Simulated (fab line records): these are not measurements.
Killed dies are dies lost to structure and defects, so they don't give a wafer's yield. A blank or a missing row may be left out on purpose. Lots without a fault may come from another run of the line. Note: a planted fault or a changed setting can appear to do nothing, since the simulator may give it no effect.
fab line records / flow sky130 / part 2 of 2: steps 22 to 30 of 30
[record] lots = 5 wafers = 15 last-day = 49
route steps=708 shown LDD_LDN@300 SPACER@304 POLY_CUT@307 SD_P@320
lots that met no fault: from a run of the same line without faults
start-h: start of the lot's first displayed wafer, in hours after the record's first day / wait-h: hours elapsed since this lot's preceding step / " same as the row above / L1.1+2: one row covering several wafers at once / - either no value or no given start / * or withheld: withheld / < > ~ a bound
route shown NAME@n: NAME is a module with steps in the file, n the number in the route of the first one / usual: mean and standard deviation over wafers with no fault / same: alike in all rows / chamber/n: place in a boat / sites: the reading at each site / _std_site: the values' standard deviation / _edge_site: outer sites' mean less inner sites' / radius-mm: for every site, how far away it sits from the centre of the wafer / mask NAME#n: copy n / behind: the tool/chamber that last shaped the wafer / hold: why the lot went on hold/how many hours it stayed there/how the hold came to an end / device: transistor that didn't switch, given as n, p or np / end of line: the tests these same wafers got at the end of their route / for a step that has no rows: nothing shown but its recipe / killed: dies lost to structure and defects at the first sort, not the wafer's yield / map: dies across one wafer; x = killed, . = not, _ = none there
set.NAME: the setting that was run; set.NAME@STEP: the one run at that earlier step / model.NAME: the simulator's own value behind a step, which no gauge read
a table for each step, a row for each wafer; lots at some steps of the route
services: a tool's chamber out of use, with start hour (start-h, from the record's first day; less than 0 if before it), hours out, and reason
[[steps]]
[step SKY_SD_P_HMDS_01]
[recipe] prime-time-s = 60 prime-temp-c = 120
[usual] prime-temp-c = 120.00/0.13 resist-line-temp-C = 23.01/0.097
lot.wafer=L074.1 tool=litho-track-03 chamber=0 start-h=567.20 wait-h=0.1 prime-temp-c=120.16 resist-line-temp-C=23.23
lot.wafer=L074.2 tool=litho-track-03 chamber=0 start-h=567.20 wait-h=0.1 prime-temp-c=120.17 resist-line-temp-C=22.98
lot.wafer=L074.5 tool=litho-track-03 chamber=0 start-h=567.20 wait-h=0.1 prime-temp-c=120.15 resist-line-temp-C=22.98
lot.wafer=L082.1 tool=litho-track-03 chamber=0 start-h=641.80 wait-h=0.1 prime-temp-c=120.20 resist-line-temp-C=23.08
lot.wafer=L082.2 tool=litho-track-03 chamber=0 start-h=641.80 wait-h=0.1 prime-temp-c=119.90 resist-line-temp-C=23.19
lot.wafer=L082.5 tool=litho-track-03 chamber=0 start-h=641.80 wait-h=0.1 prime-temp-c=119.90 resist-line-temp-C=22.92
lot.wafer=L086.2 tool=litho-track-03 chamber=0 start-h=675.68 wait-h=0.1 prime-temp-c=120.03 resist-line-temp-C=22.99
lot.wafer=L086.3 tool=litho-track-03 chamber=0 start-h=675.68 wait-h=0.1 prime-temp-c=119.91 resist-line-temp-C=23.10
lot.wafer=L086.6 tool=litho-track-03 chamber=0 start-h=675.68 wait-h=0.1 prime-temp-c=119.88 resist-line-temp-C=23.13
lot.wafer=L092.1 tool=litho-track-03 chamber=0 start-h=724.65 wait-h=0.1 prime-temp-c=119.80 resist-line-temp-C=23.16
lot.wafer=L092.3 tool=litho-track-03 chamber=0 start-h=724.65 wait-h=0.1 prime-temp-c=120.00 resist-line-temp-C=23.21
lot.wafer=L092.5 tool=litho-track-03 chamber=0 start-h=724.65 wait-h=0.1 prime-temp-c=120.01 resist-line-temp-C=23.08
lot.wafer=L095.2 tool=litho-track-04 chamber=0 start-h=739.92 wait-h=0.1 prime-temp-c=119.82 resist-line-temp-C=22.96
lot.wafer=L095.3 tool=litho-track-04 chamber=0 start-h=739.92 wait-h=0.1 prime-temp-c=119.86 resist-line-temp-C=22.92
lot.wafer=L095.5 tool=litho-track-04 chamber=0 start-h=739.92 wait-h=0.1 prime-temp-c=119.83 resist-line-temp-C=22.92
[step SKY_SD_P_COAT_02]
[recipe] resist = NOVOLAK spin-rpm = 3000 resist-thk-nm = 1140
[usual] dispense-pressure-kPa = 51/3.2 resist-line-temp-C = 22.99/0.1
lot.wafer=L074.1 tool=litho-track-03 chamber=0 start-h=567.35 wait-h=0.1 dispense-pressure-kPa=49 resist-line-temp-C=23.07
lot.wafer=L074.2 tool=litho-track-03 chamber=0 start-h=567.35 wait-h=0.1 dispense-pressure-kPa=49 resist-line-temp-C=22.87
lot.wafer=L074.5 tool=litho-track-03 chamber=0 start-h=567.35 wait-h=0.1 dispense-pressure-kPa=49 resist-line-temp-C=22.91
lot.wafer=L082.1 tool=litho-track-03 chamber=0 start-h=641.95 wait-h=0.1 dispense-pressure-kPa=49 resist-line-temp-C=23.00
lot.wafer=L082.2 tool=litho-track-03 chamber=0 start-h=641.95 wait-h=0.1 dispense-pressure-kPa=49 resist-line-temp-C=23.01
lot.wafer=L082.5 tool=litho-track-03 chamber=0 start-h=641.95 wait-h=0.1 dispense-pressure-kPa=49 resist-line-temp-C=23.09
lot.wafer=L086.2 tool=litho-track-03 chamber=0 start-h=675.83 wait-h=0.1 dispense-pressure-kPa=50 resist-line-temp-C=22.99
lot.wafer=L086.3 tool=litho-track-03 chamber=0 start-h=675.83 wait-h=0.1 dispense-pressure-kPa=49 resist-line-temp-C=23.09
lot.wafer=L086.6 tool=litho-track-03 chamber=0 start-h=675.83 wait-h=0.1 dispense-pressure-kPa=49 resist-line-temp-C=22.83
lot.wafer=L092.1 tool=litho-track-03 chamber=0 start-h=724.80 wait-h=0.1 dispense-pressure-kPa=50 resist-line-temp-C=22.89
lot.wafer=L092.3 tool=litho-track-03 chamber=0 start-h=724.80 wait-h=0.1 dispense-pressure-kPa=50 resist-line-temp-C=23.00
lot.wafer=L092.5 tool=litho-track-03 chamber=0 start-h=724.80 wait-h=0.1 dispense-pressure-kPa=50 resist-line-temp-C=23.05
lot.wafer=L095.2 tool=litho-track-04 chamber=0 start-h=740.07 wait-h=0.1 dispense-pressure-kPa=49 resist-line-temp-C=22.93
lot.wafer=L095.3 tool=litho-track-04 chamber=0 start-h=740.07 wait-h=0.1 dispense-pressure-kPa=49 resist-line-temp-C=22.90
lot.wafer=L095.5 tool=litho-track-04 chamber=0 start-h=740.07 wait-h=0.1 dispense-pressure-kPa=49 resist-line-temp-C=22.98
[step SKY_SD_P_SOFTBAKE_03]
[recipe] temp-c = 90 time-s = 60 resist = NOVOLAK
[usual] heater-power-total-W = 56.60/0.047 plate-temp-C = 89.99/0.13 resist-line-temp-C = 23.02/0.1
lot.wafer=L074.1 tool=litho-track-03 chamber=0 start-h=567.50 wait-h=0.1 heater-power-total-W=56.54 plate-temp-C=89.88 resist-line-temp-C=22.83
lot.wafer=L074.2 tool=litho-track-03 chamber=0 start-h=567.50 wait-h=0.1 heater-power-total-W=56.58 plate-temp-C=89.82 resist-line-temp-C=22.92
lot.wafer=L074.5 tool=litho-track-03 chamber=0 start-h=567.50 wait-h=0.1 heater-power-total-W=56.54 plate-temp-C=89.87 resist-line-temp-C=22.87
lot.wafer=L082.1 tool=litho-track-03 chamber=0 start-h=642.10 wait-h=0.1 heater-power-total-W=56.62 plate-temp-C=89.97 resist-line-temp-C=23.10
lot.wafer=L082.2 tool=litho-track-03 chamber=0 start-h=642.10 wait-h=0.1 heater-power-total-W=56.64 plate-temp-C=89.86 resist-line-temp-C=23.12
lot.wafer=L082.5 tool=litho-track-03 chamber=0 start-h=642.10 wait-h=0.1 heater-power-total-W=56.54 plate-temp-C=90.11 resist-line-temp-C=23.17
lot.wafer=L086.2 tool=litho-track-03 chamber=0 start-h=675.98 wait-h=0.1 heater-power-total-W=56.65 plate-temp-C=90.19 resist-line-temp-C=23.04
lot.wafer=L086.3 tool=litho-track-03 chamber=0 start-h=675.98 wait-h=0.1 heater-power-total-W=56.61 plate-temp-C=89.95 resist-line-temp-C=22.99
lot.wafer=L086.6 tool=litho-track-03 chamber=0 start-h=675.98 wait-h=0.1 heater-power-total-W=56.56 plate-temp-C=89.89 resist-line-temp-C=23.07
lot.wafer=L092.1 tool=litho-track-03 chamber=0 start-h=724.95 wait-h=0.1 heater-power-total-W=56.68 plate-temp-C=90.03 resist-line-temp-C=22.90
lot.wafer=L092.3 tool=litho-track-03 chamber=0 start-h=724.95 wait-h=0.1 heater-power-total-W=56.64 plate-temp-C=90.12 resist-line-temp-C=22.93
lot.wafer=L092.5 tool=litho-track-03 chamber=0 start-h=724.95 wait-h=0.1 heater-power-total-W=56.67 plate-temp-C=90.02 resist-line-temp-C=22.83
lot.wafer=L095.2 tool=litho-track-04 chamber=0 start-h=740.22 wait-h=0.1 heater-power-total-W=56.57 plate-temp-C=89.89 resist-line-temp-C=23.11
lot.wafer=L095.3 tool=litho-track-04 chamber=0 start-h=740.22 wait-h=0.1 heater-power-total-W=56.63 plate-temp-C=90.05 resist-line-temp-C=23.11
lot.wafer=L095.5 tool=litho-track-04 chamber=0 start-h=740.22 wait-h=0.1 heater-power-total-W=56.58 plate-temp-C=90.09 resist-line-temp-C=23.13
[step SKY_SD_P_EXPOSE_04]
[recipe] mask-id = PSDM na = 0.6 source-shape = conventional sigma-outer = 0.6 polarization = unpolarized target-cd-nm = 380 dose-mj = 138
[usual] reticle-temp-C = 23.00/0.11 stage-vel-mm-s = 500.01/0.27
lot.wafer=L074.1 tool=iline-stepper-02 chamber=0 start-h=- wait-h=- mask=PSDM#0 reticle-temp-C=23.04 stage-vel-mm-s=499.83
lot.wafer=L074.2 tool=iline-stepper-02 chamber=0 start-h=- wait-h=- mask=PSDM#0 reticle-temp-C=22.88 stage-vel-mm-s=499.93
lot.wafer=L074.5 tool=iline-stepper-02 chamber=0 start-h=- wait-h=- mask=PSDM#0 reticle-temp-C=23.05 stage-vel-mm-s=499.98
lot.wafer=L082.1 tool=iline-stepper-01 chamber=0 start-h=- wait-h=- mask=PSDM#0 reticle-temp-C=22.95 stage-vel-mm-s=499.87
lot.wafer=L082.2 tool=iline-stepper-01 chamber=0 start-h=- wait-h=- mask=PSDM#0 reticle-temp-C=23.24 stage-vel-mm-s=499.94
lot.wafer=L082.5 tool=iline-stepper-01 chamber=0 start-h=- wait-h=- mask=PSDM#0 reticle-temp-C=23.08 stage-vel-mm-s=499.56
lot.wafer=L086.2 tool=iline-stepper-02 chamber=0 start-h=- wait-h=- mask=PSDM#0 reticle-temp-C=23.13 stage-vel-mm-s=500.08
lot.wafer=L086.3 tool=iline-stepper-02 chamber=0 start-h=- wait-h=- mask=PSDM#0 reticle-temp-C=23.16 stage-vel-mm-s=499.87
lot.wafer=L086.6 tool=iline-stepper-02 chamber=0 start-h=- wait-h=- mask=PSDM#0 reticle-temp-C=23.12 stage-vel-mm-s=499.98
lot.wafer=L092.1 tool=iline-stepper-02 chamber=0 start-h=- wait-h=- mask=PSDM#0 reticle-temp-C=22.99 stage-vel-mm-s=500.49
lot.wafer=L092.3 tool=iline-stepper-02 chamber=0 start-h=- wait-h=- mask=PSDM#0 reticle-temp-C=23.01 stage-vel-mm-s=499.91
lot.wafer=L092.5 tool=iline-stepper-02 chamber=0 start-h=- wait-h=- mask=PSDM#0 reticle-temp-C=23.05 stage-vel-mm-s=499.91
lot.wafer=L095.2 tool=iline-stepper-02 chamber=0 start-h=- wait-h=- mask=PSDM#0 reticle-temp-C=23.03 stage-vel-mm-s=499.72
lot.wafer=L095.3 tool=iline-stepper-02 chamber=0 start-h=- wait-h=- mask=PSDM#0 reticle-temp-C=23.09 stage-vel-mm-s=499.77
lot.wafer=L095.5 tool=iline-stepper-02 chamber=0 start-h=- wait-h=- mask=PSDM#0 reticle-temp-C=23.08 stage-vel-mm-s=499.75
[step SKY_SD_P_PEB_05]
[recipe] temp-c = withheld time-s = * resist = NOVOLAK
[usual] resist-line-temp-C = *
lot.wafer=L074.1 tool=litho-track-04 chamber=0 start-h=- wait-h=- resist-line-temp-C=*
lot.wafer=L074.2 tool=litho-track-04 chamber=0 start-h=- wait-h=- resist-line-temp-C=*
lot.wafer=L074.5 tool=litho-track-04 chamber=0 start-h=- wait-h=- resist-line-temp-C=*
lot.wafer=L082.1 tool=litho-track-03 chamber=0 start-h=- wait-h=- resist-line-temp-C=*
lot.wafer=L082.2 tool=litho-track-03 chamber=0 start-h=- wait-h=- resist-line-temp-C=*
lot.wafer=L082.5 tool=litho-track-03 chamber=0 start-h=- wait-h=- resist-line-temp-C=*
lot.wafer=L086.2 tool=litho-track-02 chamber=0 start-h=- wait-h=- resist-line-temp-C=*
lot.wafer=L086.3 tool=litho-track-02 chamber=0 start-h=- wait-h=- resist-line-temp-C=*
lot.wafer=L086.6 tool=litho-track-02 chamber=0 start-h=- wait-h=- resist-line-temp-C=*
lot.wafer=L092.1 tool=litho-track-02 chamber=0 start-h=- wait-h=- resist-line-temp-C=*
lot.wafer=L092.3 tool=litho-track-02 chamber=0 start-h=- wait-h=- resist-line-temp-C=*
lot.wafer=L092.5 tool=litho-track-02 chamber=0 start-h=- wait-h=- resist-line-temp-C=*
lot.wafer=L095.2 tool=litho-track-03 chamber=0 start-h=- wait-h=- resist-line-temp-C=*
lot.wafer=L095.3 tool=litho-track-03 chamber=0 start-h=- wait-h=- resist-line-temp-C=*
lot.wafer=L095.5 tool=litho-track-03 chamber=0 start-h=- wait-h=- resist-line-temp-C=*
[step SKY_SD_P_DEVELOP_06]
[recipe] resist = NOVOLAK developer = TMAH develop-time-s = 60 dev-temp-c = 23
[usual] resist-line-temp-C = 23.00/0.1
lot.wafer=L074.1 tool=litho-track-04 chamber=0 start-h=581.54 wait-h=0.1 resist-line-temp-C=22.87
lot.wafer=L074.2 tool=litho-track-04 chamber=0 start-h=581.54 wait-h=0.1 resist-line-temp-C=22.98
lot.wafer=L074.5 tool=litho-track-04 chamber=0 start-h=581.54 wait-h=0.1 resist-line-temp-C=22.88
lot.wafer=L082.1 tool=litho-track-03 chamber=0 start-h=656.35 wait-h=0.1 resist-line-temp-C=23.08
lot.wafer=L082.2 tool=litho-track-03 chamber=0 start-h=656.35 wait-h=0.1 resist-line-temp-C=23.15
lot.wafer=L082.5 tool=litho-track-03 chamber=0 start-h=656.35 wait-h=0.1 resist-line-temp-C=23.12
lot.wafer=L086.2 tool=litho-track-02 chamber=0 start-h=689.85 wait-h=0.1 resist-line-temp-C=22.89
lot.wafer=L086.3 tool=litho-track-02 chamber=0 start-h=689.85 wait-h=0.1 resist-line-temp-C=22.94
lot.wafer=L086.6 tool=litho-track-02 chamber=0 start-h=689.85 wait-h=0.1 resist-line-temp-C=23.00
lot.wafer=L092.1 tool=litho-track-02 chamber=0 start-h=739.23 wait-h=0.1 resist-line-temp-C=23.02
lot.wafer=L092.3 tool=litho-track-02 chamber=0 start-h=739.23 wait-h=0.1 resist-line-temp-C=23.01
lot.wafer=L092.5 tool=litho-track-02 chamber=0 start-h=739.23 wait-h=0.1 resist-line-temp-C=23.15
lot.wafer=L095.2 tool=litho-track-03 chamber=0 start-h=752.83 wait-h=0.1 resist-line-temp-C=22.95
lot.wafer=L095.3 tool=litho-track-03 chamber=0 start-h=752.83 wait-h=0.1 resist-line-temp-C=23.04
lot.wafer=L095.5 tool=litho-track-03 chamber=0 start-h=752.83 wait-h=0.1 resist-line-temp-C=22.79
[step SKY_SD_P_CD_MEAS_07]
[recipe] target-cd-nm = 380
[usual] cd-nm = 380.4/2.5
lot.wafer=L074.1 tool=cd-sem-01 chamber=- start-h=581.69 wait-h=0.1 cd-nm=385.7
lot.wafer=L074.2 tool=cd-sem-01 chamber=- start-h=581.69 wait-h=0.1 cd-nm=383.7
lot.wafer=L074.5 tool=cd-sem-01 chamber=- start-h=581.69 wait-h=0.1 cd-nm=385.3
lot.wafer=L082.1 tool=cd-sem-02 chamber=- start-h=656.61 wait-h=0.2 cd-nm=381.4
lot.wafer=L082.2 tool=cd-sem-02 chamber=- start-h=656.61 wait-h=0.2 cd-nm=378.6
lot.wafer=L082.5 tool=cd-sem-02 chamber=- start-h=656.61 wait-h=0.2 cd-nm=379.8
lot.wafer=L086.2 tool=cd-sem-02 chamber=- start-h=690.00 wait-h=0.1 cd-nm=384.1
lot.wafer=L086.3 tool=cd-sem-02 chamber=- start-h=690.00 wait-h=0.1 cd-nm=380.6
lot.wafer=L086.6 tool=cd-sem-02 chamber=- start-h=690.00 wait-h=0.1 cd-nm=378.1
lot.wafer=L092.1 tool=cd-sem-01 chamber=- start-h=739.38 wait-h=0.1 cd-nm=383.6
lot.wafer=L092.3 tool=cd-sem-01 chamber=- start-h=739.38 wait-h=0.1 cd-nm=383.1
lot.wafer=L092.5 tool=cd-sem-01 chamber=- start-h=739.38 wait-h=0.1 cd-nm=381.7
lot.wafer=L095.2 tool=cd-sem-01 chamber=- start-h=752.97 wait-h=0.1 cd-nm=378.9
lot.wafer=L095.3 tool=cd-sem-01 chamber=- start-h=752.97 wait-h=0.1 cd-nm=379.4
lot.wafer=L095.5 tool=cd-sem-01 chamber=- start-h=752.97 wait-h=0.1 cd-nm=379.4
[step SKY_SD_P_OVL_MEAS_08]
[usual] SD_P_OVL = -0.5/1.4
lot.wafer=L074.1 tool=overlay-01 chamber=- start-h=581.81 wait-h=0.1 SD_P_OVL[nm]=-3.3
lot.wafer=L074.2 tool=overlay-01 chamber=- start-h=581.81 wait-h=0.1 SD_P_OVL[nm]=-1.0
lot.wafer=L074.5 tool=overlay-01 chamber=- start-h=581.81 wait-h=0.1 SD_P_OVL[nm]=0.5
lot.wafer=L082.1 tool=overlay-02 chamber=- start-h=656.73 wait-h=0.1 SD_P_OVL[nm]=-2.4
lot.wafer=L082.2 tool=overlay-02 chamber=- start-h=656.73 wait-h=0.1 SD_P_OVL[nm]=-2.6
lot.wafer=L082.5 tool=overlay-02 chamber=- start-h=656.73 wait-h=0.1 SD_P_OVL[nm]=-1.9
lot.wafer=L086.2 tool=overlay-01 chamber=- start-h=690.10 wait-h=0.1 SD_P_OVL[nm]=-1.3
lot.wafer=L086.3 tool=overlay-01 chamber=- start-h=690.10 wait-h=0.1 SD_P_OVL[nm]=-2.4
lot.wafer=L086.6 tool=overlay-01 chamber=- start-h=690.10 wait-h=0.1 SD_P_OVL[nm]=-1.5
lot.wafer=L092.1 tool=overlay-02 chamber=- start-h=739.50 wait-h=0.1 SD_P_OVL[nm]=-0.8
lot.wafer=L092.3 tool=overlay-02 chamber=- start-h=739.50 wait-h=0.1 SD_P_OVL[nm]=-0.5
lot.wafer=L092.5 tool=overlay-02 chamber=- start-h=739.50 wait-h=0.1 SD_P_OVL[nm]=-1.6
lot.wafer=L095.2 tool=overlay-02 chamber=- start-h=753.08 wait-h=0.1 SD_P_OVL[nm]=-1.3
lot.wafer=L095.3 tool=overlay-02 chamber=- start-h=753.08 wait-h=0.1 SD_P_OVL[nm]=-0.2
lot.wafer=L095.5 tool=overlay-02 chamber=- start-h=753.08 wait-h=0.1 SD_P_OVL[nm]=-2.6
[step SKY_SD_P_IMPLANT_09]
[recipe] species = BF2 energy-kev = 20 dose-cm2 = 3e+15 tilt-deg = 0
[usual] end-station-pressure-torr = 1.39e-05/8.5e-07
lot.wafer=L074.1 tool=implanter-02 chamber=0 start-h=581.85 wait-h=0.0 end-station-pressure-torr=1.43e-05
lot.wafer=L074.2 tool=implanter-02 chamber=0 start-h=581.85 wait-h=0.0 end-station-pressure-torr=1.41e-05
lot.wafer=L074.5 tool=implanter-02 chamber=0 start-h=581.85 wait-h=0.0 end-station-pressure-torr=1.4e-05
lot.wafer=L082.1 tool=implanter-01 chamber=0 start-h=656.77 wait-h=0.0 end-station-pressure-torr=1.41e-05
lot.wafer=L082.2 tool=implanter-01 chamber=0 start-h=656.77 wait-h=0.0 end-station-pressure-torr=1.41e-05
lot.wafer=L082.5 tool=implanter-01 chamber=0 start-h=656.77 wait-h=0.0 end-station-pressure-torr=1.32e-05
lot.wafer=L086.2 tool=implanter-03 chamber=0 start-h=690.16 wait-h=0.0 end-station-pressure-torr=1.43e-05
lot.wafer=L086.3 tool=implanter-03 chamber=0 start-h=690.16 wait-h=0.0 end-station-pressure-torr=1.43e-05
lot.wafer=L086.6 tool=implanter-03 chamber=0 start-h=690.16 wait-h=0.0 end-station-pressure-torr=1.54e-05
lot.wafer=L092.1 tool=implanter-02 chamber=0 start-h=739.53 wait-h=0.0 end-station-pressure-torr=1.37e-05
lot.wafer=L092.3 tool=implanter-02 chamber=0 start-h=739.53 wait-h=0.0 end-station-pressure-torr=1.52e-05
lot.wafer=L092.5 tool=implanter-02 chamber=0 start-h=739.53 wait-h=0.0 end-station-pressure-torr=1.36e-05
lot.wafer=L095.2 tool=implanter-01 chamber=0 start-h=753.13 wait-h=0.0 end-station-pressure-torr=1.24e-05
lot.wafer=L095.3 tool=implanter-01 chamber=0 start-h=753.13 wait-h=0.0 end-station-pressure-torr=1.35e-05
lot.wafer=L095.5 tool=implanter-01 chamber=0 start-h=753.13 wait-h=0.0 end-station-pressure-torr=1.36e-05
[[services]]
tool=implanter-01 chamber=- start-h=497.78 hours=4.0 kind=repair
tool=krf-scanner-02 chamber=- start-h=504.28 hours=2.5 kind=repair
tool=implanter-02 chamber=- start-h=509.12 hours=2.5 kind=pm
tool=krf-scanner-02 chamber=- start-h=511.78 hours=0.7 kind=repair
tool=implanter-01 chamber=- start-h=513.81 hours=1.3 kind=repair
tool=plasma-asher-04 chamber=- start-h=516.89 hours=4.4 kind=repair
tool=krf-scanner-02 chamber=- start-h=518.84 hours=1.3 kind=pm
tool=implanter-01 chamber=- start-h=521.66 hours=0.6 kind=repair
tool=krf-scanner-02 chamber=- start-h=523.34 hours=4.0 kind=pm
tool=rie-diel-03 chamber=3 start-h=537.21 hours=2.5 kind=repair
tool=implanter-04 chamber=- start-h=543.07 hours=5.0 kind=repair
tool=plasma-asher-04 chamber=- start-h=543.78 hours=4.3 kind=repair
tool=implanter-01 chamber=- start-h=546.53 hours=2.4 kind=repair
tool=krf-scanner-02 chamber=- start-h=549.72 hours=1.0 kind=pm
tool=rie-diel-02 chamber=2 start-h=567.29 hours=17.0 kind=repair
tool=plasma-asher-04 chamber=- start-h=575.93 hours=6.8 kind=repair
tool=rie-diel-02 chamber=- start-h=581.61 hours=0.6 kind=repair
tool=implanter-04 chamber=- start-h=593.18 hours=1.4 kind=repair
tool=implanter-01 chamber=- start-h=599.89 hours=0.6 kind=repair
tool=iline-stepper-02 chamber=- start-h=605.23 hours=1.7 kind=pm
tool=iline-stepper-02 chamber=- start-h=686.16 hours=6.8 kind=repair
tool=iline-stepper-02 chamber=- start-h=698.86 hours=4.4 kind=pm
tool=plasma-asher-04 chamber=- start-h=707.76 hours=0.8 kind=repair
tool=plasma-asher-04 chamber=- start-h=722.16 hours=120.1 kind=pm
